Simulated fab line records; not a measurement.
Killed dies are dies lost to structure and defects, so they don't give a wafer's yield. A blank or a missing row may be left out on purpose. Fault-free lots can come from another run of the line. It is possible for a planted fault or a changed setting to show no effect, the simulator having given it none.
Matching of chambers | flow gf180mcu | 4 sister chambers for GF_V2_CMP_04 on cmp-02
The step polishes SiO2. 4 wafers are shown with their chamber, then 7 later ones without.

## EACH WAFER AND ITS CHAMBER
wafer  | chamber | motor current A (A)
L371.4 | 3       | 12.9
L371.6 | 0       | 10.9
L372.1 | 1       | 14.8
L372.2 | 2       | 12.0

## WAFERS WHOSE CHAMBER IS MISSING
wafer  | motor current A (A)
L372.6 | 10.8
L377.2 | 12.6
L377.4 | 10.4
L377.6 | 14.5
L378.1 | 11.5
L378.2 | 11.8
L378.5 | 12.6

## CHAMBER TAKEN BY EACH
wafer  | from the rows above     | in truth
L372.6 | 0                       | 0
L377.2 | can't be placed: 3 or 2 | 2
L377.4 | 0                       | 0
L377.6 | 1                       | 1
L378.1 | can't be placed: 2 or 0 | 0
L378.2 | 2                       | 2
L378.5 | can't be placed: 3 or 2 | 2
4 of 7 placed correctly. Unplaceable from these rows: 3, with the true chamber sitting among the candidates in 3. Wrongly placed: 0.
How it was worked out, from the rows above alone: a wafer's distance from a chamber is the root of the sum, over the readings, of the square of ((its reading less the chamber's mean) divided by the reading's scatter). The wafer belongs to the nearest chamber; if the next one is less than 2 further off, it can't be placed. For every chamber, the mean is computed from those of its wafers that are shown. The scatter: root of mean squared gap, hidden wafer to nearest shown wafer, with one shown wafer a chamber.
